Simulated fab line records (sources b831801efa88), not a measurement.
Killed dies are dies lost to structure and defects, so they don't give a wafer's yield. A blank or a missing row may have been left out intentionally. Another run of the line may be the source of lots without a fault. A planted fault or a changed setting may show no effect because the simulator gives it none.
The same fault as seen by 2 desks	flow gf180mcu	each desk has only its own numbers; what lay behind them comes last

## DESK OF THE TOOL OWNER: furnace-01
The tool's own readings at GF_DUAL_GATE_OXIDATION_02 (stabilise 600 s, purge 300 s, target thk 10.887 nm): means of the sampled wafers that have a number, for each lot that ran on this tool. A lot is out of limits, marked OUT, if its mean lies more than 4 standard deviations from the usual mean; the brackets give that distance.
Columns: A = spike tc lower C at GF_DUAL_GATE_OXIDATION_02, usual 901.1 C; B = spike tc top C at GF_DUAL_GATE_OXIDATION_02, usual 912.3 C; C = spike tc upper C at GF_DUAL_GATE_OXIDATION_02, usual 899.2 C; D = tube center temp C at GF_DUAL_GATE_OXIDATION_02, usual 900.01 C; E = tube_center_temp_C_max at GF_DUAL_GATE_OXIDATION_02, usual 902.3; F = zone power centre pct at GF_DUAL_GATE_OXIDATION_02, usual 17.5 %
lot	first seen here	A	B	C	D	E	F
L808	day 7 15:20	901.1	910.5	898.9	899.98	902.1	17.6
L812	day 8 14:39	900.9	910.9	899.8	899.97	902.3	17.7
L815	day 9 12:02	901.3	911.0	898.5	899.87	902.0	17.8
L820	day 11 01:31	896.2 (-5.5) OUT	906.0	893.0 (-5.7) OUT	895.14 (-62) OUT	898.0 (-12) OUT	17.7
L821	day 11 05:23	896.2 (-5.5) OUT	906.4	893.2 (-5.5) OUT	895.16 (-62) OUT	897.8 (-13) OUT	17.6
L824	day 12 02:31	895.2 (-6.5) OUT	906.1	894.3 (-4.4) OUT	895.18 (-62) OUT	897.3 (-14) OUT	17.4
This desk's verdict: out of limits on L820, L821, L824, starting with L820 at day 11 01:31 (spike tc lower C at GF_DUAL_GATE_OXIDATION_02). L808, L812, L815 stayed within limits.

## THE METROLOGY DESK
What the gauges read for every lot (on any tool): the sampled wafers with a number, averaged. A lot is out of limits, marked OUT, if its mean lies more than 4 standard deviations from the usual mean; the brackets give that distance.
Columns: A = DUAL_GATE_OXIDATION_00_THK at GF_DUAL_GATE_THK_MEAS_03, usual 11.03 nm; B = NSD_TW at GF_NSD_TW_MEAS_12, usual 4296
lot	first seen here	A	B
L808	day 7 16:47	10.90	4253
L809	day 7 23:58	11.26	4279
L810	day 8 05:17	11.29	4218
L812	day 8 16:07	11.06	4260
L813	day 9 02:00	11.28	4230
L814	day 9 09:01	10.98	4241
L815	day 9 13:29	11.04	4366
L816	day 10 02:35	10.67	4324
L817	day 10 10:01	10.93	4238
L820	day 11 02:59	10.55	4349
L821	day 11 06:50	10.43	4352
L822	day 11 10:15	11.06	4330
L824	day 12 03:58	10.30	4262
Result from this desk: across the 13 lots, nothing is out of limits.

## ALL TOGETHER
The tool owner's desk could have raised an alarm at day 11 01:31, on L820, L821, L824.
Nothing out of limits was seen by the metrology desk.
The metrology desk holds a record of L820, L821, L824, inside its limits.
All the named lots went through GF_DUAL_GATE_OXIDATION_02 on furnace-01.

## WHAT HAD BEEN PUT IN BY THE SIMULATOR
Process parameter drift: furnace-01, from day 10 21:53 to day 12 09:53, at GF_DUAL_GATE_OXIDATION_02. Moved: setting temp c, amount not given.
Struck lots among those shown: L820, L821, L824.
How many hours passed from the start of the fault until each desk's first out-of-limits reading: the tool owner's desk, 4.
